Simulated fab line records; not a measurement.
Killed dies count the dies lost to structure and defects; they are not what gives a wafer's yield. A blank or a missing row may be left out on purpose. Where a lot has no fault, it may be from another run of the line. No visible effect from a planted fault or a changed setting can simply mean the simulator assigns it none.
Which tool is to blame?    flow sky130    11 lots with 33 wafers sampled at 8 steps, on a route of 708 steps

== WHAT EACH GAUGE READ, for each wafer ==
SKY_LOCAL_INTERCONNECT_OVL_MEAS_12.
lot   measured      on          LOCAL_INTERCONNECT_OVL (nm)
L110  day 30 17:01  overlay-01  -3 1 2
L114  day 31 21:46  overlay-01  2 0 1
L116  day 32 23:40  overlay-01  6 11 6
L117  day 33 02:13  overlay-01  -1 4 -3
L120  day 34 00:04  overlay-01  5 13 3
L124  day 35 09:08  overlay-01  6 6 1
L127  day 35 19:07  overlay-01  -3 6 2
L128  day 36 10:58  overlay-02  -3 3 0
L129  day 36 20:09  overlay-01  8 6 11
L130  day 36 21:31  overlay-01  1 6 6
L132  day 37 12:37  overlay-01  -1 2 0

SKY_METAL1_RS_MEAS_05: measures by four-point-probe.
lot   measured      on            METAL1_ALCU_RS (ohm/sq)
L110  day 32 00:11  filmMetro-01  0.1255 0.1290 0.1270
L114  day 33 03:19  filmMetro-01  0.1287 0.1285 0.1276
L116  day 34 05:30  filmMetro-03  0.1296 0.1297 0.1280
L117  day 34 07:24  filmMetro-03  0.1250 0.4049 0.1282
L120  day 35 05:46  filmMetro-01  0.3977 0.1288 0.1285
L124  day 36 14:35  filmMetro-04  0.1256 0.1281 0.1297
L127  day 37 00:31  filmMetro-04  0.1246 0.1255 0.1253
L128  day 37 15:53  filmMetro-03  0.1253 0.1247 0.1266
L129  day 38 01:04  filmMetro-01  0.1256 0.1271 0.1260
L130  day 38 03:20  filmMetro-03  0.1274 0.1259 0.1287
L132  day 38 17:49  filmMetro-03  0.1269 0.1262 0.1284

SKY_METAL1_THK_MEAS_06: measures by xrf.
lot   measured      on            METAL1_ALCU_THK (nm)
L110  day 32 00:18  filmMetro-01  247 245 247
L114  day 33 03:26  filmMetro-01  242 243 245
L116  day 34 05:37  filmMetro-03  242 241 244
L117  day 34 07:31  filmMetro-03  252 83 244
L120  day 35 05:51  filmMetro-01  83 244 244
L124  day 36 14:42  filmMetro-04  251 244 241
L127  day 37 00:38  filmMetro-04  251 250 250
L128  day 37 16:00  filmMetro-03  252 249 247
L129  day 38 01:11  filmMetro-01  247 247 248
L130  day 38 03:26  filmMetro-03  248 250 244
L132  day 38 17:55  filmMetro-03  248 248 242

SKY_METAL1_CD_MEAS_15: the cd target is 140 nm.
lot   measured      on        cdNm (nm)
L110  day 33 03:04  cdSem-01  141.2 140.1 142.8
L114  day 34 05:30  cdSem-01  138.5 138.3 136.9
L116  day 35 08:27  cdSem-02  138.6 139.0 139.0
L117  day 35 09:58  cdSem-02  139.4 140.8 140.3
L120  day 36 08:22  cdSem-01  140.2 140.5 140.8
L124  day 37 16:25  cdSem-01  140.9 141.4 141.2
L127  day 38 02:45  cdSem-01  137.8 136.4 138.1
L128  day 38 18:21  cdSem-01  139.0 140.4 138.8
L129  day 39 03:48  cdSem-02  141.0 140.8 140.7
L130  day 39 04:58  cdSem-02  140.9 141.1 139.1
L132  day 39 19:05  cdSem-01  140.5 139.5 138.8

SKY_VIA1_BOW_MEAS_03.
lot   measured      on            VIA1_BOW (um)
L110  day 33 04:34  filmMetro-01  71 79 81
L114  day 34 07:05  filmMetro-02  84 90 73
L116  day 35 09:55  filmMetro-01  86 84 74
L117  day 35 11:34  filmMetro-01  69 89 82
L120  day 36 10:05  filmMetro-04  119 87 78
L124  day 37 17:52  filmMetro-01  84 91 89
L127  day 38 04:11  filmMetro-01  76 88 76
L128  day 38 19:47  filmMetro-04  56 72 85
L129  day 39 05:43  filmMetro-01  74 72 84
L130  day 39 06:54  filmMetro-04  84 75 89
L132  day 39 20:40  filmMetro-04  89 90 85

SKY_VIA2_BOW_MEAS_03.
lot   measured      on            VIA2_BOW (um)
L110  day 35 12:32  filmMetro-04  78 88 88
L114  day 36 15:01  filmMetro-03  90 97 80
L116  day 37 17:20  filmMetro-03  93 89 80
L117  day 37 18:56  filmMetro-02  76 94 90
L120  day 38 17:14  filmMetro-04  121 90 82
L124  day 40 00:38  filmMetro-02  96 104 104
L127  day 40 10:23  filmMetro-04  80 92 79
L128  day 40 23:49  filmMetro-02  61 77 92
L129  day 41 10:25  filmMetro-02  80 78 89
L130  day 41 10:07  filmMetro-03  95 82 97
L132  day 42 00:40  filmMetro-03  95 96 91

== WHAT TOOL EACH LOT RAN ON (gives the tool, then ch and the chambers of the sampled wafers, and finally the start) ==
lot   SKY_CONTACT_SPUTTER_23       SKY_METAL1_SPUTTER_02
L110  pvdSputter-04, day 31 23:23  pvdSputter-01, day 32 00:04
L114  pvdSputter-02, day 33 02:31  pvdSputter-01, day 33 03:13
L116  pvdSputter-04, day 34 04:43  pvdSputter-03, day 34 05:25
L117  pvdSputter-02, day 34 06:28  pvdSputter-01, day 34 07:17
L120  pvdSputter-04, day 35 04:55  pvdSputter-01, day 35 05:37
L124  pvdSputter-02, day 36 13:47  pvdSputter-03, day 36 14:28
L127  pvdSputter-03, day 36 23:37  pvdSputter-04, day 37 00:26
L128  pvdSputter-04, day 37 14:59  pvdSputter-01, day 37 15:47
L129  pvdSputter-03, day 38 00:17  pvdSputter-01, day 38 00:59
L130  pvdSputter-04, day 38 02:31  pvdSputter-01, day 38 03:13
L132  pvdSputter-04, day 38 16:59  pvdSputter-01, day 38 17:41
- SKY_CONTACT_SPUTTER_23: material TiN, target thk 20 nm, time 80 s.
- SKY_METAL1_SPUTTER_02: material AlCu, target thk 250 nm, time 13.3 s.

== AS READ BY THE TOOLS THEMSELVES (means over the sampled wafers that have a number; for cases with no such wafer, the mark the record gives instead) ==
SKY_CONTACT_SPUTTER_23.
lot   tool           chamberPressurePa (Pa)  throttleValvePct (%)
L110  pvdSputter-04  4.992                   29.8
L114  pvdSputter-02  5.003                   29.3
L116  pvdSputter-04  4.999                   30.7
L117  pvdSputter-02  4.998                   29.5
L120  pvdSputter-04  4.993                   29.8
L124  pvdSputter-02  4.998                   30.1
L127  pvdSputter-03  4.996                   29.2
L128  pvdSputter-04  5.011                   29.9
L129  pvdSputter-03  4.998                   29.6
L130  pvdSputter-04  5.004                   30.4
L132  pvdSputter-04  5.006                   30.4

SKY_METAL1_SPUTTER_02.
lot   tool           chamberPressurePa (Pa)  throttleValvePct (%)
L110  pvdSputter-01  0.4002                  31.1
L114  pvdSputter-01  0.4007                  29.8
L116  pvdSputter-03  0.3992                  28.8
L117  pvdSputter-01  0.3996                  29.9
L120  pvdSputter-01  0.4001                  29.8
L124  pvdSputter-03  0.4008                  29.2
L127  pvdSputter-04  0.4009                  30.4
L128  pvdSputter-01  0.4005                  31.2
L129  pvdSputter-01  0.4008                  29.9
L130  pvdSputter-01  0.3999                  30.3
L132  pvdSputter-01  0.3999                  29.8

== THE ANSWER, worked out from the rows above alone ==
Rule: the lots themselves supply what counts as usual. Put in order of their means at a reading, lots are off if they are a third of the lots or fewer, leave a main group of 4 or more, and stand apart from it by a gap of 3 or more times the standard deviation of the main group's means; of several such gaps the widest counts. A main group whose means are all the same, to the digits that the tables above print for the reading, isn't used. A lot without any number at a reading at which 4 lots or more have one is off too. Any other lot the step has rows for is counted as sound. Order of review: gauges by route order, followed by the tools' own readings, for which a lot's mean as printed above is used. The first step at which some lot is off is used, and at that step the reading that is off furthest; a lot without a number counts as furthest.
Off: at SKY_METAL1_RS_MEAS_05 (METAL1_ALCU_RS), L117, L120. The main group: mean 0.1271 ohm/sq, standard deviation 0.0012.
If a tool, at a process step before that reading, ran all the lots that are off and no sound lot after the first of them, it fits. Those tools and the gauges at SKY_METAL1_RS_MEAS_05 are tried in the same way. Of those tried, none fits.

== WHAT HAD BEEN PUT IN BY THE SIMULATOR ==
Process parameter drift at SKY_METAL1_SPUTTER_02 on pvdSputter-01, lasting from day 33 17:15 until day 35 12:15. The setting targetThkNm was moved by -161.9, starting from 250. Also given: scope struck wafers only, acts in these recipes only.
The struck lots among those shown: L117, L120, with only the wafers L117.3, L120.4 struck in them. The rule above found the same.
